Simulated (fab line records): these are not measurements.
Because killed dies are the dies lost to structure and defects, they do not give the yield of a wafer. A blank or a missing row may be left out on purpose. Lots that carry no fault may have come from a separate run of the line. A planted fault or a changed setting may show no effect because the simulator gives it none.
Which tool is to blame? ; flow sky130 ; 18 wafers sampled from 6 lots at 1 step of a route of 708

WHAT THE GAUGES READ, wafer by wafer
SKY_CAPM_THK_MEAS_01.
lot;measured;on;CAPM_CVD_00_THK (nm)
L994;day 36 21:14;filmMetro-02;15.32 15.24 15.72
L998;day 38 03:05;filmMetro-02;15.20 15.26 15.60
L999;day 38 14:46;filmMetro-04;15.59 15.50 16.09
L111;day 41 17:22;filmMetro-02;14.99 15.20 15.63
L113;day 42 14:00;filmMetro-04;15.26 15.41 16.10
L116;day 43 12:53;filmMetro-02;15.39 15.14 15.89

WHICH TOOL RAN EACH LOT (tool, then ch and the chambers of the sampled wafers, then the start)
Before these readings, the record contains no process step.

THE ANSWER, worked out from the rows above alone
Rule: the usual values come from the lots themselves. Put in order of their means at a reading, lots are off if they are a third of the lots or fewer, leave a main group of 4 or more, and stand apart from it by a gap of 3 or more times the standard deviation of the main group's means; of several such gaps the widest counts. The tables above print the reading to a certain number of digits; a main group whose means all agree to those digits is not used. Also off: a lot with no number at a reading for which 4 or more lots have one. The other lots that the step has rows for count as sound.
Nothing can be told from this: no lot is off at any reading shown.

WHAT THE SIMULATOR HAD INSERTED
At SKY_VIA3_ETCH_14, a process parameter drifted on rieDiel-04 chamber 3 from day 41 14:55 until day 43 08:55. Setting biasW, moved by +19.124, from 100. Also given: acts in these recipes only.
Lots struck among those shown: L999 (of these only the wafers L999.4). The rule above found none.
